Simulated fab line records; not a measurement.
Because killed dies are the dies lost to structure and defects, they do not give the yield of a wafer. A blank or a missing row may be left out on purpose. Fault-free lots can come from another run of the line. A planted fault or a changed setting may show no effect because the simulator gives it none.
Matching of chambers / flow gf180mcu / 4 sister chambers for GF_V2_CMP_04 on cmp-01
The step polishes SiO2. 7 wafers are shown with their chamber, then 7 later ones without.

== WAFERS WITH THEIR CHAMBER ==
wafer=L360.1; chamber=2; motor current A (A)=12.1; time to endpoint s (s)=77
wafer=L361.5; chamber=3; motor current A (A)=10.9; time to endpoint s (s)=89
wafer=L362.5; chamber=3; motor current A (A)=10.5; time to endpoint s (s)=84
wafer=L364.3; chamber=1; motor current A (A)=10.6; time to endpoint s (s)=81
wafer=L364.6; chamber=0; motor current A (A)=11.2; time to endpoint s (s)=81
wafer=L366.1; chamber=1; motor current A (A)=11.3; time to endpoint s (s)=83
wafer=L366.4; chamber=0; motor current A (A)=11.0; time to endpoint s (s)=87

== WAFERS MISSING THEIR CHAMBER ==
wafer=L366.5; motor current A (A)=11.1; time to endpoint s (s)=84
wafer=L369.4; motor current A (A)=10.8; time to endpoint s (s)=86
wafer=L369.5; motor current A (A)=11.3; time to endpoint s (s)=83
wafer=L369.6; motor current A (A)=10.7; time to endpoint s (s)=87
wafer=L375.1; motor current A (A)=10.8; time to endpoint s (s)=64
wafer=L375.4; motor current A (A)=12.6; time to endpoint s (s)=65
wafer=L375.5; motor current A (A)=10.8; time to endpoint s (s)=70

== THE CHAMBER EACH PASSED THROUGH ==
wafer=L366.5; from the rows above=can't be placed: 0 or 1 or 3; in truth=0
wafer=L369.4; from the rows above=can't be placed: 3 or 0 or 1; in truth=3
wafer=L369.5; from the rows above=can't be placed: 0 or 1 or 3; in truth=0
wafer=L369.6; from the rows above=can't be placed: 3 or 0 or 1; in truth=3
wafer=L375.1; from the rows above=can't be placed: 1 or 2 or 0 or 3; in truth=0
wafer=L375.4; from the rows above=2; in truth=2
wafer=L375.5; from the rows above=can't be placed: 1 or 0 or 2 or 3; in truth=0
1 of 7 placed correctly. From these rows, 6 cannot be placed; in 6 the true chamber is one of the candidates. 0 placed wrongly.
How it was worked out, from the rows above alone: a wafer's distance from a chamber is the root of the sum, over the readings, of the square of ((its reading less the chamber's mean) divided by the reading's scatter). If the next closest chamber is less than 2 further off than the closest, the wafer can't be placed; otherwise it belongs to the closest. A chamber's mean is the mean of its shown wafers. How the scatter is found: for the shown wafers, subtract from each reading the mean of its chamber, square and add these, divide the total by (wafers less chambers), then take the root.
